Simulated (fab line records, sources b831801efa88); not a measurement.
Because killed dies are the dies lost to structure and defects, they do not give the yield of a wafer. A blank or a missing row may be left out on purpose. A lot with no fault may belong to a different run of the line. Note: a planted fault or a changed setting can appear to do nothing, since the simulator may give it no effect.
A struck lot beside a sound one | flow sky130 | 43 out of 708 route steps
Sound: these wafers, L523.4, L523.5, L523.6. Struck: wafers L532.2, L532.3, L532.4. The cause comes at the end.
For every step that has rows: the tool of each side, followed by ch and its chambers, followed by its first start. Under that, the readings that differ: sound wafers | struck wafers | difference of the means | sigmas: that difference in standard deviations of wafers without a fault.
alike: readings with means less than 2 such deviations apart, plus words and numbers identical on both sides. not compared: withheld readings, readings lacking a value on some wafer, bounds such as >300 that could conceal the same value, and numbers that have no deviation in the record and whose values overlap.
The two part at a step that has a row with sigmas, a row that says differs or no value, or rows on one side only. Numbers that don't overlap but have no deviation are shown without sigmas and don't part them. A reading missing from all wafers of one side parts the sides only when that side holds two or more wafers.

first, 7 steps without rows for these wafers: SKY_CONTACT_ETCH_17 (etches SiO2 in C4F8/O2/Ar, stops on Si3N4, target depth 340 nm); SKY_CONTACT_ETCH_18 (etches Si3N4 in CHF3/O2, stops on TiN, time 39 s, target depth 75 nm); SKY_CONTACT_STRIP_19 (strips in O2/N2); SKY_CONTACT_STRIP_20 (strips in post etch residue remover, time 1200 s); SKY_CONTACT_CLEAN_21 (cleans in IPA, time 180 s); SKY_CONTACT_CLEAN_22 (cleans in O3/DIW); SKY_CONTACT_SPUTTER_23 (material TiN, target thk 20 nm, time 80 s).
SKY_CONTACT_CVD_24: deposits W, target thk 340 nm, time 102.12 s.
  sound on cvd w-01 ch 0,1, day 32 15:10; struck on cvd w-01 ch 0,1, day 35 16:16
  alike: heater power w
SKY_CONTACT_RS_MEAS_25: a four-point-probe measurement.
  struck on film metro-01, day 35 16:24; sound on film metro-01, day 32 15:17
  alike: CONTACT_W_RS
SKY_CONTACT_THK_MEAS_26: measures by xrf.
  struck on film metro-01, day 35 16:31; sound on film metro-01, day 32 15:23
  alike: CONTACT_W_THK
then, 2 steps without rows for these wafers: SKY_CONTACT_CMP_27 (polishes, stops on SiO2, t overpolish 15 s, target thk 0 nm); SKY_METAL1_SPUTTER_00 (material Ti, target thk 15 nm, time 10 s).
SKY_METAL1_SPUTTER_01: material TiN, target thk 20 nm, time 16.7 s.
  struck on pvd sputter-03, day 35 16:53; sound on pvd sputter-03, day 32 15:44
  alike: throttle valve pct
SKY_METAL1_SPUTTER_02: material AlCu, target thk 250 nm, time 13.3 s.
  struck on pvd sputter-03, day 35 16:55; sound on pvd sputter-03, day 32 15:46
  alike: throttle valve pct
then, 1 step without rows for these wafers: SKY_METAL1_SPUTTER_03 (material Ti, target thk 5 nm, time 3.3 s).
SKY_METAL1_SPUTTER_04: material TiN, target thk 70 nm, time 58.3 s.
  struck on pvd sputter-03, day 35 16:57; sound on pvd sputter-03, day 32 15:48
  alike: throttle valve pct
SKY_METAL1_RS_MEAS_05: a four-point-probe measurement.
  struck on film metro-01, day 35 17:01; sound on film metro-01, day 32 15:55
  alike: METAL1_ALCU_RS
SKY_METAL1_THK_MEAS_06: measures by xrf.
  struck on film metro-01, day 35 17:08; sound on film metro-01, day 32 16:00
  alike: METAL1_ALCU_THK
then, 8 steps without rows for these wafers: SKY_METAL1_DEHYDRATE_07 (time 60 s); SKY_METAL1_HMDS_08 (prime time 60 s); SKY_METAL1_COAT_09 (resist thk 60 nm); SKY_METAL1_COAT_10 (resist thk 450 nm); SKY_METAL1_SOFTBAKE_11 (time 90 s); SKY_METAL1_EXPOSE_12 (exposes mask MM1, target cd 140 nm); SKY_METAL1_PEB_13; SKY_METAL1_DEVELOP_14 (develop time 60 s).
SKY_METAL1_CD_MEAS_15: target cd 140 nm.
  struck on cd sem-01, day 36 20:02; sound on cd sem-02, day 33 18:42
  alike: cd nm
SKY_METAL1_OVL_MEAS_16:
  struck on overlay-01, day 36 20:08; sound on overlay-01, day 33 18:47
  alike: METAL1_OVL
SKY_METAL1_DESCUM_17: chemistry O2, time 8 s.
  sound on rie metal-02 ch 0,1, day 33 18:48; struck on rie metal-04 ch 0,1, day 36 20:10
  alike: drypump motor current A, he backside leak sccm, oes product au
  not compared: rf hours counter h
then, 7 steps without rows for these wafers: SKY_METAL1_ETCH_18 (etches BARC in N2/H2, stops on SiO2, time 45.9 s, target depth 60 nm); SKY_METAL1_METAL_ETCH_19 (etches the open film in Cl2/BCl3, stops on SiO2, target depth 360 nm, time 78 s); SKY_METAL1_STRIP_20 (strips in O2/N2); SKY_METAL1_STRIP_21 (strips in post etch residue remover, time 1200 s); SKY_METAL1_CLEAN_22 (cleans in IPA, time 180 s); SKY_METAL1_CLEAN_23 (cleans in O3/DIW); SKY_VIA1_HDPCVD_00 (deposits SiO2, target thk 1030 nm, time 171.7 s).
SKY_VIA1_THK_MEAS_01:
  struck on film metro-02, day 36 21:10; sound on film metro-04, day 33 19:43
  alike: VIA1_HDPCVD_THK
SKY_VIA1_CMP_02: polishes SiO2.
  sound on cmp-02 ch 1,2,3, day 33 19:50; struck on cmp-02 ch 0,1,3, day 36 21:13
  alike: edge zone pressure frac, motor current A
SKY_VIA1_BOW_MEAS_03:
  struck on film metro-04, day 36 21:32; sound on film metro-02, day 33 20:06
  alike: VIA1_BOW
then, 3 steps without rows for these wafers: SKY_VIA1_DEHYDRATE_04 (time 60 s); SKY_VIA1_HMDS_05 (prime time 60 s); SKY_VIA1_COAT_06 (resist thk 60 nm).
-- the record jumps here: 12 days lie between the struck wafers' starts before and after (it left off in module VIA1 and takes up again in module PAD_OPEN, whose first step shown is number 708 of the route) --
SKY_PAD_OPEN_PROBE_99:
  struck on prober-02, day 48 21:28; sound on prober-01, day 46 15:44
  reading                               | sound               | struck            | difference | sigmas
  defect limited yield (%)              | 84.6 84.1 82.1      | 72.4 74.4 78.9    | -8.4       | -5
  killed_at_M0_to_M3                    | 43 30 46            | 96 91 73          | +47        | +7
  killed dies                           | 76 78 88            | 136 126 104       | +41        | +5
  sort_bin_3_pad_short (%)              | 0.6 0.2 1.4         | 3.9 4.1 2.2       | +2.7       | +7
  sort_bin_5_function (%)               | 9.1 10.0 10.2       | 16.7 14.4 11.8    | +4.5       | +3
  sort n pass                           | 416 414 404         | 356 366 388       | -41        | -5
  sort yield pct (%)                    | 84.6 84.1 82.1      | 72.4 74.4 78.9    | -8.4       | -5
  model.etest.tester.sort n pass        | 416 414 404         | 356 366 388       | -41        |
  model.etest.tester.sort yield pct (%) | 84.55 84.15 82.11   | 72.36 74.39 78.86 | -8.40      |
  model.etest.tester.sort_bin_5_pct (%) | 9.146 9.959 10.16   | 16.67 14.43 11.79 | +4.54      |
  model.etest.tester.sort_bin_3_pct (%) | 0.6098 0.2033 1.423 | 3.862 4.065 2.236 | +2.642     |
  alike: killed_at_M4_up, killed at contacts, killed at front end, killed at other, killed open, killed short, sort_bin_6_memory

WHERE THEY PART
At SKY_PAD_OPEN_PROBE_99 and nowhere else, as far as this record goes.

WHY: what the simulator had put in
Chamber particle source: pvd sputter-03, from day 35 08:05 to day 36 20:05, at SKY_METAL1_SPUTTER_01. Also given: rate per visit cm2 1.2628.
